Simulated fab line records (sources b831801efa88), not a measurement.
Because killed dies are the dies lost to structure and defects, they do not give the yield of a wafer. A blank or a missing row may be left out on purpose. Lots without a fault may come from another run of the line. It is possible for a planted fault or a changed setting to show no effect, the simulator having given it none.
fab line records	flow sky130
record: lots: 24	wafers: 72	last_day: 50
route steps=708 shown FIELD_ISO@14 SONOS_ONO@171 GATE_OXIDE@200 POLY_GATE@232
lots untouched by any fault: they come from a run of this same line in which no faults occurred
start_h: hours from the record's opening day to when the first of the lot's shown wafers began	wait_h: how many hours have passed since the lot's step before this one	" repeats the value in the row above	L1.1+2: a row that stands for several wafers	- either no value or no given start	* or withheld: withheld	< > ~ a bound
route shown NAME@n: NAME is a module with steps in the file, n the number in the route of the first one	usual: mean and standard deviation over wafers with no fault	same: alike in all rows	chamber/n: place in a boat	sites: each site's reading	_std_site: standard deviation of those values	_edge_site: mean of outer sites minus mean of inner sites	radius_mm: how far each site lies from the wafer's centre	mask NAME#n: copy n	behind: the last tool/chamber to shape the wafer	hold: why the lot was held/for how many hours/how that ended	device: names the non-switching transistor (n, p or np)	end of line: tests run on the same wafers once the route is complete	for a step that has no rows: nothing shown but its recipe	killed: at the first sort, the dies lost to defects and structure; wafer yield is something else	map: dies across one wafer; x = killed, . = not, _ = none there
set.NAME: setting as actually run; set.NAME@STEP: the setting as run at that earlier step	model.NAME: the simulator's own value behind a step, which no gauge read
steps of the route over a sample of lots; a table a step, a row a wafer
services: from which hour (start_h, from the record's first day; less than 0 if before it) a tool's chamber was out of use, for how many hours, and why
== steps ==
step: SKY_FIELD_ISO_CD_MEAS_13
recipe: target_cd_nm: 150
usual: cd_nm: 149.6/1.6
lot.wafer	tool	chamber	start_h	wait_h	cd_nm
L074.1	cd_sem-01	-	28.11	-	150.2
L074.3	"	-	"	"	150.9
L074.5	"	-	"	"	148.3
L075.2	cd_sem-02	-	34.32	-	151.5
L075.5	"	-	"	"	152.4
L075.6	"	-	"	"	150.1
L076.1	cd_sem-01	-	39.83	-	151.4
L076.4	"	-	"	"	152.3
L076.5	"	-	"	"	153.2
L077.2	cd_sem-01	-	43.45	-	148.4
L077.4	"	-	"	"	149.8
L077.5	"	-	"	"	149.1
L078.1	cd_sem-01	-	49.70	-	150.2
L078.5	"	-	"	"	149.4
L078.6	"	-	"	"	148.7
L079.1	cd_sem-02	-	53.55	-	153.0
L079.3	"	-	"	"	152.3
L079.4	"	-	"	"	152.2
L080.1	cd_sem-01	-	59.15	-	150.7
L080.2	"	-	"	"	150.0
L080.3	"	-	"	"	150.6
L081.1	cd_sem-01	-	66.39	-	146.3
L081.2	"	-	"	"	145.9
L081.5	"	-	"	"	147.2
L082.1	cd_sem-01	-	73.15	-	150.3
L082.2	"	-	"	"	149.0
L082.4	"	-	"	"	150.6
L083.3	cd_sem-02	-	77.92	-	149.2
L083.5	"	-	"	"	149.8
L083.6	"	-	"	"	149.6
L084.1	cd_sem-01	-	81.63	-	148.0
L084.2	"	-	"	"	149.5
L084.3	"	-	"	"	150.8
L085.2	cd_sem-02	-	86.27	-	149.2
L085.5	"	-	"	"	148.2
L085.6	"	-	"	"	150.0
L086.1	cd_sem-01	-	91.20	-	148.6
L086.3	"	-	"	"	148.2
L086.5	"	-	"	"	149.5
L087.1	cd_sem-02	-	94.24	-	149.3
L087.3	"	-	"	"	149.5
L087.6	"	-	"	"	148.5
L088.2	cd_sem-02	-	100.80	-	148.0
L088.3	"	-	"	"	148.7
L088.4	"	-	"	"	147.9
L089.2	cd_sem-01	-	110.92	-	148.9
L089.5	"	-	"	"	149.7
L089.6	"	-	"	"	149.8
L090.3	cd_sem-01	-	113.77	-	150.6
L090.5	"	-	"	"	150.8
L090.6	"	-	"	"	151.4
L091.3	cd_sem-01	-	119.87	-	149.2
L091.4	"	-	"	"	148.4
L091.6	"	-	"	"	148.6
L092.2	cd_sem-01	-	123.77	-	150.9
L092.4	"	-	"	"	151.9
L092.5	"	-	"	"	150.7
L093.4	cd_sem-02	-	128.54	-	151.4
L093.5	"	-	"	"	151.1
L093.6	"	-	"	"	149.6
L094.1	cd_sem-02	-	133.20	-	148.0
L094.3	"	-	"	"	147.2
L094.4	"	-	"	"	147.3
L095.1	cd_sem-02	-	136.73	-	148.2
L095.3	"	-	"	"	147.8
L095.5	"	-	"	"	147.7
L096.2	cd_sem-02	-	142.61	-	147.3
L096.3	"	-	"	"	149.4
L096.6	"	-	"	"	148.3
L097.4	cd_sem-02	-	146.56	-	148.7
L097.5	"	-	"	"	148.2
L097.6	"	-	"	"	148.1
step: SKY_FIELD_ISO_ETCH_15
recipe: chemistry: CHF3/O2	target_depth_nm: 180	stop_on: Si	source_w: 600	bias_w: 200	pressure_mtorr: 40	chf3_flow_sccm: 50	O2_flow_sccm: 5	time_s: 72
usual: drypump_motor_current_A: 5.9/0.44	oes_product_au: 0.941/0.007	throttle_valve_pct: 8.845/0.008
lot.wafer	tool	chamber	start_h	wait_h	drypump_motor_current_A	oes_product_au	rf_hours_counter_h	throttle_valve_pct
L074.1	rie_diel-04	3	28.27	0.0	6.0	0.924	1	8.843
L074.3	"	2	"	"	6.3	0.933	170	8.843
L074.5	"	1	"	"	5.4	0.937	-	8.833
L075.2	rie_diel-03	1	34.46	0.0	5.5	0.944	15	8.838
L075.5	"	1	"	"	5.5	0.938	-	8.831
L075.6	"	2	"	"	6.2	0.941	-	8.836
L076.1	rie_diel-02	0	40.00	0.0	5.0	0.945	116	8.834
L076.4	"	1	"	"	6.4	0.948	2	8.852
L076.5	"	3	"	"	6.3	0.944	-	8.845
L077.2	rie_diel-03	1	43.60	0.0	5.5	0.935	15	8.832
L077.4	"	0	"	"	6.3	0.939	134	8.852
L077.5	"	2	"	"	6.2	0.930	-	8.842
L078.1	rie_diel-02	2	49.86	0.0	5.3	0.941	70	8.846
L078.5	"	2	"	"	5.3	0.933	-	8.839
L078.6	"	3	"	"	6.3	0.947	-	8.845
L079.1	rie_diel-04	3	53.71	0.0	6.0	0.947	2	8.831
L079.3	"	2	"	"	6.3	0.949	171	8.842
L079.4	"	0	"	"	5.7	0.953	167	8.842
L080.1	rie_diel-03	3	59.31	0.0	6.0	0.935	65	8.833
L080.2	"	0	"	"	6.3	0.933	134	8.847
L080.3	"	2	"	"	6.2	0.944	30	8.845
L081.1	rie_diel-02	3	66.55	0.0	6.3	0.937	156	8.841
L081.2	"	0	"	"	5.0	0.940	117	8.828
L081.5	"	2	"	"	5.3	0.940	-	8.855
L082.1	rie_diel-03	2	73.31	0.0	6.2	0.960	31	8.843
L082.2	"	3	"	"	6.0	0.957	65	8.857
L082.4	"	0	"	"	6.3	0.944	134	8.842
L083.3	rie_diel-02	2	78.05	0.0	5.3	0.936	71	8.845
L083.5	"	1	"	"	6.4	0.948	-	8.837
L083.6	"	2	"	"	5.3	0.940	-	8.842
L084.1	rie_diel-03	3	81.80	0.0	6.0	0.945	65	8.841
L084.2	"	0	"	"	6.3	0.952	135	8.849
L084.3	"	2	"	"	6.2	0.949	31	8.854
L085.2	rie_diel-02	2	86.41	0.0	5.3	0.940	71	8.838
L085.5	"	0	"	"	4.9	0.942	-	8.843
L085.6	"	3	"	"	6.3	0.941	-	8.848
L086.1	rie_diel-04	3	91.36	0.0	6.0	0.948	3	8.855
L086.3	"	1	"	"	5.4	0.952	121	8.847
L086.5	"	1	"	"	5.4	0.957	-	8.843
L087.1	rie_diel-04	1	94.40	0.0	5.4	0.941	121	8.840
L087.3	"	2	"	"	6.3	0.945	0	8.855
L087.6	"	1	"	"	5.4	0.945	-	8.829
L088.2	rie_diel-04	1	100.95	0.0	5.4	0.934	121	8.856
L088.3	"	2	"	"	6.3	0.935	0	8.852
L088.4	"	1	"	"	5.4	0.943	-	8.846
L089.2	rie_diel-02	2	111.06	0.0	5.3	0.933	72	8.836
L089.5	"	3	"	"	6.3	0.937	-	8.848
L089.6	"	0	"	"	4.9	0.940	-	8.852
L090.3	rie_diel-03	2	113.90	0.0	6.2	0.945	31	8.843
L090.5	"	0	"	"	6.4	0.937	-	8.838
L090.6	"	3	"	"	6.0	0.930	-	8.862
L091.3	rie_diel-03	3	120.00	0.0	6.0	0.937	66	8.844
L091.4	"	0	"	"	6.3	0.930	-	8.847
L091.6	"	1	"	"	5.5	0.934	-	8.824
L092.2	rie_diel-04	3	123.91	0.0	6.0	0.932	3	8.858
L092.4	"	1	"	"	5.4	0.934	121	8.860
L092.5	"	3	"	"	6.0	0.938	-	8.851
L093.4	rie_diel-03	1	128.67	0.0	5.5	0.941	-	8.856
L093.5	"	0	"	"	6.3	0.928	-	8.847
L093.6	"	3	"	"	6.0	0.938	-	8.844
L094.1	rie_diel-03	2	133.37	0.0	6.2	0.956	31	8.832
L094.3	"	0	"	"	6.3	0.957	135	8.842
L094.4	"	1	"	"	5.5	0.949	17	8.851
L095.1	rie_diel-02	1	136.90	0.0	6.4	0.937	4	8.834
L095.3	"	0	"	"	5.0	0.935	118	8.839
L095.5	"	2	"	"	5.3	0.934	-	8.834
L096.2	rie_diel-04	0	142.75	0.0	5.8	0.944	1	8.854
L096.3	"	2	"	"	6.3	0.941	1	8.856
L096.6	"	3	"	"	5.9	0.938	-	8.860
L097.4	rie_diel-03	0	146.66	0.0	6.3	0.942	136	8.842
L097.5	"	1	"	"	5.5	0.935	-	8.841
L097.6	"	2	"	"	6.2	0.945	-	8.858
step: SKY_SONOS_ONO_THK_MEAS_03
recipe: reads: Si3N4_of_SONOS_ONO_CVD_02
usual: SONOS_ONO_CVD_02_THK: 10.53/0.13
lot.wafer	tool	chamber	start_h	wait_h	SONOS_ONO_CVD_02_THK[nm]
L074.1	film_metro-01	-	244.53	0.0	10.34
L074.3	"	-	"	"	10.37
L074.5	"	-	"	"	10.48
L075.2	film_metro-04	-	251.30	0.0	10.40
L075.5	"	-	"	"	10.42
L075.6	"	-	"	"	10.53
L076.1	film_metro-01	-	259.87	0.0	10.60
L076.4	"	-	"	"	10.55
L076.5	"	-	"	"	10.47
L077.2	film_metro-02	-	282.25	0.0	10.56
L077.4	"	-	"	"	10.58
L077.5	"	-	"	"	10.70
L078.1	film_metro-04	-	289.73	0.0	10.34
L078.5	"	-	"	"	10.55
L078.6	"	-	"	"	10.50
L079.1	film_metro-02	-	289.73	0.0	10.70
L079.3	"	-	"	"	10.51
L079.4	"	-	"	"	10.69
L080.1	film_metro-01	-	301.35	0.0	10.68
L080.2	"	-	"	"	10.49
L080.3	"	-	"	"	10.53
L081.1	film_metro-02	-	313.94	0.0	10.61
L081.2	"	-	"	"	10.51
L081.5	"	-	"	"	10.53
L082.1	film_metro-01	-	313.94	0.0	10.40
L082.2	"	-	"	"	10.30
L082.4	"	-	"	"	10.37
L083.3	film_metro-01	-	322.93	0.0	10.37
L083.5	"	-	"	"	10.45
L083.6	"	-	"	"	10.41
L084.1	film_metro-01	-	338.06	0.0	10.74
L084.2	"	-	"	"	10.65
L084.3	"	-	"	"	10.46
L086.1	film_metro-02	-	340.89	0.0	10.45
L086.3	"	-	"	"	10.42
L086.5	"	-	"	"	10.45
L085.2	film_metro-04	-	340.90	0.0	10.46
L085.5	"	-	"	"	10.38
L085.6	"	-	"	"	10.47
L087.1	film_metro-04	-	353.79	0.0	10.56
L087.3	"	-	"	"	10.62
L087.6	"	-	"	"	10.48
L088.2	film_metro-02	-	356.63	0.0	10.26
L088.3	"	-	"	"	10.35
L088.4	"	-	"	"	10.35
L089.2	film_metro-04	-	372.14	0.0	10.83
L089.5	"	-	"	"	10.63
L089.6	"	-	"	"	10.81
L090.3	film_metro-02	-	381.67	0.0	10.52
L090.5	"	-	"	"	10.51
L090.6	"	-	"	"	10.49
L091.3	film_metro-02	-	382.72	0.0	10.34
L091.4	"	-	"	"	10.53
L091.6	"	-	"	"	10.45
L093.4	film_metro-04	-	414.85	0.0	10.62
L093.5	"	-	"	"	10.66
L093.6	"	-	"	"	10.63
L092.2	film_metro-01	-	418.44	0.0	10.63
L092.4	"	-	"	"	10.80
L092.5	"	-	"	"	10.56
L094.1	film_metro-04	-	421.27	0.0	10.53
L094.3	"	-	"	"	10.57
L094.4	"	-	"	"	10.38
L095.1	film_metro-04	-	422.32	0.0	10.73
L095.3	"	-	"	"	10.66
L095.5	"	-	"	"	10.62
L096.2	film_metro-02	-	434.94	0.0	10.55
L096.3	"	-	"	"	10.56
L096.6	"	-	"	"	10.59
L097.4	film_metro-04	-	447.59	0.0	10.68
L097.5	"	-	"	"	10.57
L097.6	"	-	"	"	10.59
step: SKY_GATE_OXIDE_STRIP_13
recipe: chemistry: O2/N2	power_w: 1400	pressure_mtorr: 1500	platen_temp_c: withheld	o2_flow_sccm: 3000	n2_flow_sccm: 300	overash_fraction: 0.5
usual: drypump_motor_current_A: 5.8/0.45	oes_product_au: 0.716/0.0046	strip_time_to_endpoint_s: 14.18/0.041
same: overash_fraction: 0.5
lot.wafer	tool	chamber	start_h	wait_h	drypump_motor_current_A	oes_product_au	rf_hours_counter_h	strip_time_to_endpoint_s
L074.1	plasma_asher-04	1	297.85	0.0	5.8	0.713	18	14.16
L074.3	"	1	"	"	5.8	0.725	-	14.21
L074.5	"	0	"	"	6.3	0.711	-	14.11
L075.2	plasma_asher-04	0	304.69	0.0	6.3	0.713	18	14.15
L075.5	"	1	"	"	5.8	0.717	-	14.13
L075.6	"	0	"	"	6.3	0.718	-	14.14
L076.1	plasma_asher-03	1	316.47	0.0	6.1	0.715	63	14.18
L076.4	"	0	"	"	5.0	0.713	-	14.16
L076.5	"	1	"	"	6.1	0.709	-	14.18
L077.2	plasma_asher-03	1	336.47	0.0	6.1	0.722	65	14.17
L077.4	"	1	"	"	6.1	0.723	-	14.12
L077.5	"	0	"	"	5.0	0.717	-	14.20
L078.1	plasma_asher-01	0	344.78	0.0	6.1	0.714	52	14.10
L078.5	"	0	"	"	6.1	0.719	-	14.13
L078.6	"	1	"	"	5.7	0.719	-	14.09
L079.1	plasma_asher-03	1	345.23	0.0	6.1	0.716	66	14.14
L079.3	"	1	"	"	6.1	0.718	-	14.11
L079.4	"	0	"	"	5.0	0.720	-	14.14
L080.1	plasma_asher-03	1	359.83	0.0	6.1	0.711	67	14.19
L080.2	"	0	"	"	5.0	0.715	67	14.18
L080.3	"	1	"	"	6.1	0.714	-	14.16
L081.1	plasma_asher-03	0	372.53	0.0	5.0	0.713	68	14.16
L081.2	"	1	"	"	6.1	0.711	68	14.18
L081.5	"	1	"	"	6.1	0.719	-	14.17
L082.1	plasma_asher-01	1	372.83	0.0	5.7	0.716	54	14.13
L082.2	"	0	"	"	6.1	0.712	54	14.18
L082.4	"	1	"	"	5.7	0.721	-	14.18
L083.3	plasma_asher-03	0	381.50	0.0	5.0	0.710	-	14.21
L083.5	"	0	"	"	5.0	0.710	-	14.19
L083.6	"	1	"	"	6.1	0.718	-	14.25
L084.1	plasma_asher-01	0	398.79	0.0	6.1	0.714	57	14.22
L084.2	"	1	"	"	5.7	0.710	57	14.25
L084.3	"	1	"	"	5.7	0.715	-	14.21
L086.1	plasma_asher-01	1	401.43	0.0	5.7	0.716	57	14.23
L086.3	"	0	"	"	6.1	0.715	-	14.19
L086.5	"	0	"	"	6.1	0.719	-	14.17
L085.2	plasma_asher-04	1	401.68	0.0	5.8	0.707	28	14.14
L085.5	"	1	"	"	5.8	0.717	-	14.18
L085.6	"	0	"	"	6.3	0.714	-	14.17
L087.1	plasma_asher-01	1	415.23	0.0	5.7	0.719	59	14.17
L087.3	"	0	"	"	6.0	0.716	-	14.19
L087.6	"	0	"	"	6.0	0.716	-	14.19
L088.2	plasma_asher-01	0	416.88	0.0	6.1	0.713	59	14.22
L088.3	"	1	"	"	5.7	0.714	-	14.27
L088.4	"	0	"	"	6.1	0.711	-	14.21
L089.2	plasma_asher-04	0	434.73	0.0	6.2	0.709	31	14.20
L089.5	"	1	"	"	5.8	0.709	-	14.21
L089.6	"	0	"	"	6.2	0.721	-	14.20
L090.3	plasma_asher-04	1	445.26	0.0	5.8	0.716	-	14.20
L090.5	"	0	"	"	6.3	0.714	-	14.17
L090.6	"	1	"	"	5.8	0.722	-	14.19
L091.3	plasma_asher-03	0	448.21	0.0	5.0	0.715	-	14.23
L091.4	"	1	"	"	6.1	0.719	-	14.15
L091.6	"	1	"	"	6.1	0.711	-	14.18
L093.4	plasma_asher-04	0	480.21	0.0	6.3	0.724	-	14.12
L093.5	"	0	"	"	6.3	0.714	-	14.14
L093.6	"	1	"	"	5.8	0.710	-	14.12
L092.2	plasma_asher-04	1	484.80	0.0	5.8	0.716	37	14.19
L092.4	"	0	"	"	6.3	0.719	-	14.18
L092.5	"	1	"	"	5.8	0.706	-	14.22
L094.1	plasma_asher-03	0	486.53	0.0	4.9	0.720	5	14.15
L094.3	"	1	"	"	6.1	0.716	-	14.18
L094.4	"	0	"	"	5.0	0.717	-	14.22
L095.1	plasma_asher-01	1	488.23	0.0	5.7	0.707	65	14.24
L095.3	"	0	"	"	6.1	0.715	-	14.21
L095.5	"	0	"	"	6.1	0.721	-	14.27
L096.2	plasma_asher-03	0	500.12	0.0	5.0	0.713	6	14.20
L096.3	"	0	"	"	5.0	0.714	-	14.20
L096.6	"	0	"	"	5.0	0.710	-	14.15
L097.4	plasma_asher-03	0	511.80	0.0	5.0	0.727	-	14.20
L097.5	"	0	"	"	5.0	0.724	-	14.22
L097.6	"	1	"	"	6.1	0.713	-	14.20
step: SKY_POLY_GATE_STRIP_18
recipe: chemistry: O2/N2	power_w: 1400	pressure_mtorr: 1500	platen_temp_c: withheld	o2_flow_sccm: 3000	n2_flow_sccm: 300	overash_fraction: 0.5
usual: drypump_motor_current_A: 5.8/0.44	oes_product_au: 0.360/0.005	strip_time_to_endpoint_s: 3.17/0.034
same: overash_fraction: 0.5
lot.wafer	tool	chamber	start_h	wait_h	drypump_motor_current_A	oes_product_au	rf_hours_counter_h	strip_time_to_endpoint_s
L074.1	plasma_asher-02	0	356.89	0.0	6.1	0.355	65	3.17
L074.3	"	0	"	"	6.1	0.365	-	3.19
L074.5	"	0	"	"	6.1	0.363	-	3.19
L075.2	plasma_asher-03	1	364.68	0.0	6.1	0.361	67	3.16
L075.5	"	1	"	"	6.1	0.357	-	3.16
L075.6	"	0	"	"	5.0	0.367	-	3.18
L076.1	plasma_asher-02	1	381.78	0.0	5.7	0.356	67	3.15
L076.4	"	1	"	"	5.7	0.360	-	3.21
L076.5	"	1	"	"	5.7	0.363	-	3.21
L077.2	plasma_asher-02	0	400.63	0.0	6.1	0.362	69	3.18
L077.4	"	0	"	"	6.0	0.351	-	3.19
L077.5	"	0	"	"	6.1	0.372	-	3.18
L078.1	plasma_asher-03	1	407.44	0.0	6.1	0.364	72	3.19
L078.5	"	0	"	"	5.0	0.367	-	3.24
L078.6	"	1	"	"	6.1	0.363	-	3.18
L079.1	plasma_asher-04	1	410.78	0.0	5.8	0.367	29	3.21
L079.3	"	0	"	"	6.3	0.361	-	3.16
L079.4	"	1	"	"	5.8	0.364	-	3.18
L080.1	plasma_asher-04	0	428.29	0.0	6.2	0.360	31	3.16
L080.2	"	1	"	"	5.8	0.363	31	3.20
L080.3	"	1	"	"	5.8	0.360	-	3.20
L081.1	plasma_asher-04	1	437.84	0.0	5.8	0.353	32	3.21
L081.2	"	0	"	"	6.3	0.369	32	3.20
L081.5	"	0	"	"	6.3	0.365	-	3.21
L082.1	plasma_asher-03	1	439.83	0.0	6.1	0.361	0	3.19
L082.2	"	0	"	"	5.0	0.362	0	3.13
L082.4	"	0	"	"	4.9	0.354	-	3.14
L083.3	plasma_asher-04	1	448.03	0.1	5.8	0.358	-	3.16
L083.5	"	1	"	"	5.8	0.362	-	3.13
L083.6	"	0	"	"	6.3	0.361	-	3.15
L084.1	plasma_asher-04	1	465.03	0.0	5.8	0.358	34	3.14
L084.2	"	0	"	"	6.3	0.357	34	3.21
L084.3	"	1	"	"	5.8	0.361	-	3.17
L085.2	plasma_asher-04	1	470.13	0.0	5.8	0.362	35	3.14
L085.5	"	0	"	"	6.2	0.353	-	3.18
L085.6	"	1	"	"	5.8	0.351	-	3.17
L086.1	plasma_asher-02	1	470.33	0.0	5.7	0.363	77	3.16
L086.3	"	0	"	"	6.0	0.358	-	3.16
L086.5	"	1	"	"	5.7	0.357	-	3.17
L087.1	plasma_asher-03	0	483.98	0.0	4.9	0.357	5	3.12
L087.3	"	1	"	"	6.1	0.357	-	3.13
L087.6	"	0	"	"	5.0	0.349	-	3.11
L088.2	plasma_asher-04	0	485.30	0.0	6.3	0.357	37	3.19
L088.3	"	1	"	"	5.8	0.366	-	3.21
L088.4	"	0	"	"	6.3	0.368	-	3.20
L089.2	plasma_asher-04	0	501.79	0.0	6.3	0.358	39	3.12
L089.5	"	1	"	"	5.8	0.358	-	3.08
L089.6	"	0	"	"	6.2	0.360	-	3.12
L090.3	plasma_asher-02	0	512.01	0.1	6.1	0.365	-	3.20
L090.5	"	1	"	"	5.7	0.369	-	3.18
L090.6	"	0	"	"	6.1	0.368	-	3.21
L091.3	plasma_asher-03	0	515.47	0.1	5.0	0.359	-	3.16
L091.4	"	1	"	"	6.1	0.363	-	3.16
L091.6	"	1	"	"	6.1	0.355	-	3.18
L093.4	plasma_asher-03	1	546.86	0.1	6.1	0.362	-	3.20
L093.5	"	1	"	"	6.1	0.359	-	3.17
L093.6	"	0	"	"	5.0	0.368	-	3.24
L092.2	plasma_asher-02	0	552.83	0.0	6.0	0.354	86	3.21
L092.4	"	1	"	"	5.7	0.354	-	3.15
L092.5	"	1	"	"	5.7	0.361	-	3.14
L094.1	plasma_asher-04	1	553.18	0.0	5.8	0.364	44	3.17
L094.3	"	1	"	"	5.8	0.363	-	3.13
L094.4	"	0	"	"	6.3	0.359	-	3.18
L095.1	plasma_asher-03	1	554.53	0.0	6.1	0.359	12	3.12
L095.3	"	1	"	"	6.1	0.362	-	3.11
L095.5	"	1	"	"	6.1	0.350	-	3.12
L096.2	plasma_asher-03	0	566.88	0.0	5.0	0.362	13	3.10
L096.3	"	0	"	"	5.0	0.350	-	3.12
L096.6	"	0	"	"	5.0	0.358	-	3.12
L097.4	plasma_asher-03	1	581.82	0.1	6.1	0.363	-	3.11
L097.5	"	1	"	"	6.1	0.358	-	3.13
L097.6	"	0	"	"	5.0	0.359	-	3.10
step: SKY_POLY_GATE_THK_MEAS_21
recipe: reads: SiO2_of_POLY_GATE_OXIDATION_20
usual: POLY_GATE_OXIDATION_THK: 4.05/0.069
lot.wafer	tool	chamber	start_h	wait_h	POLY_GATE_OXIDATION_THK[nm]
L074.1	film_metro-01	-	359.37	0.0	4.04
L074.3	"	-	"	"	4.04
L074.5	"	-	"	"	4.08
L075.2	film_metro-03	-	366.09	0.0	4.11
L075.5	"	-	"	"	4.08
L075.6	"	-	"	"	4.06
L076.1	film_metro-02	-	384.00	0.0	4.01
L076.4	"	-	"	"	3.95
L076.5	"	-	"	"	3.98
L077.2	film_metro-02	-	402.89	0.0	4.11
L077.4	"	-	"	"	4.07
L077.5	"	-	"	"	4.04
L078.1	film_metro-03	-	408.84	0.0	4.17
L078.5	"	-	"	"	4.14
L078.6	"	-	"	"	4.09
L079.1	film_metro-02	-	412.99	0.0	4.04
L079.3	"	-	"	"	3.99
L079.4	"	-	"	"	4.09
L080.1	film_metro-02	-	429.69	0.0	3.99
L080.2	"	-	"	"	4.05
L080.3	"	-	"	"	4.10
L081.1	film_metro-03	-	439.24	0.0	3.98
L081.2	"	-	"	"	4.04
L081.5	"	-	"	"	4.02
L082.1	film_metro-02	-	441.88	0.0	4.05
L082.2	"	-	"	"	3.99
L082.4	"	-	"	"	4.02
L083.3	film_metro-03	-	450.31	0.0	4.12
L083.5	"	-	"	"	4.05
L083.6	"	-	"	"	4.09
L084.1	film_metro-02	-	466.44	0.0	4.10
L084.2	"	-	"	"	4.14
L084.3	"	-	"	"	4.11
L085.2	film_metro-02	-	472.09	0.0	4.05
L085.5	"	-	"	"	4.02
L085.6	"	-	"	"	4.07
L086.1	film_metro-02	-	472.14	0.1	4.03
L086.3	"	-	"	"	4.06
L086.5	"	-	"	"	4.11
L087.1	film_metro-02	-	485.38	0.0	4.00
L087.3	"	-	"	"	4.05
L087.6	"	-	"	"	3.98
L088.2	film_metro-03	-	486.71	0.0	4.01
L088.3	"	-	"	"	4.03
L088.4	"	-	"	"	4.07
L089.2	film_metro-03	-	503.20	0.0	3.99
L089.5	"	-	"	"	3.92
L089.6	"	-	"	"	4.00
L090.3	film_metro-01	-	514.33	0.0	4.10
L090.5	"	-	"	"	4.12
L090.6	"	-	"	"	4.07
L091.3	film_metro-01	-	516.86	0.0	3.93
L091.4	"	-	"	"	3.93
L091.6	"	-	"	"	3.92
L093.4	film_metro-02	-	548.26	0.0	3.94
L093.5	"	-	"	"	4.06
L093.6	"	-	"	"	3.96
L092.2	film_metro-01	-	554.24	0.0	3.93
L092.4	"	-	"	"	4.02
L092.5	"	-	"	"	4.04
L094.1	film_metro-02	-	554.59	0.0	4.13
L094.3	"	-	"	"	4.15
L094.4	"	-	"	"	4.16
L095.1	film_metro-03	-	555.93	0.0	4.12
L095.3	"	-	"	"	4.07
L095.5	"	-	"	"	4.08
L096.2	film_metro-02	-	569.16	0.0	4.07
L096.3	"	-	"	"	4.05
L096.6	"	-	"	"	4.13
L097.4	film_metro-01	-	583.22	0.0	3.98
L097.5	"	-	"	"	3.92
L097.6	"	-	"	"	3.97
== services ==
tool	chamber	start_h	hours	kind
rie_diel-02	-	12.91	10.0	pm
rie_diel-02	-	23.35	2.8	pm
rie_diel-03	0	40.04	3.3	repair
rie_diel-04	2	57.96	6.7	repair
plasma_asher-03	-	70.77	2.8	pm
plasma_asher-04	-	78.56	0.5	repair
rie_diel-03	0	90.94	13.1	repair
rie_diel-03	-	102.40	0.7	repair
plasma_asher-04	-	108.75	9.0	pm
rie_diel-03	2	119.24	10.4	repair
rie_diel-03	0	162.74	2.9	repair
rie_diel-03	2	177.76	4.3	repair
rie_diel-03	-	230.81	0.3	repair
rie_diel-03	2	243.86	7.1	repair
rie_diel-03	-	249.60	2.8	pm
rie_diel-03	-	254.81	0.4	repair
rie_diel-03	3	319.77	9.9	repair
rie_diel-03	2	345.55	37.4	repair
rie_diel-03	-	410.21	0.4	repair
plasma_asher-03	-	410.27	18.8	repair
plasma_asher-03	-	429.08	9.0	pm
rie_diel-03	-	434.53	0.5	repair
rie_diel-03	2	491.89	4.6	repair
rie_diel-03	1	539.14	6.3	repair
== key ==
fault none
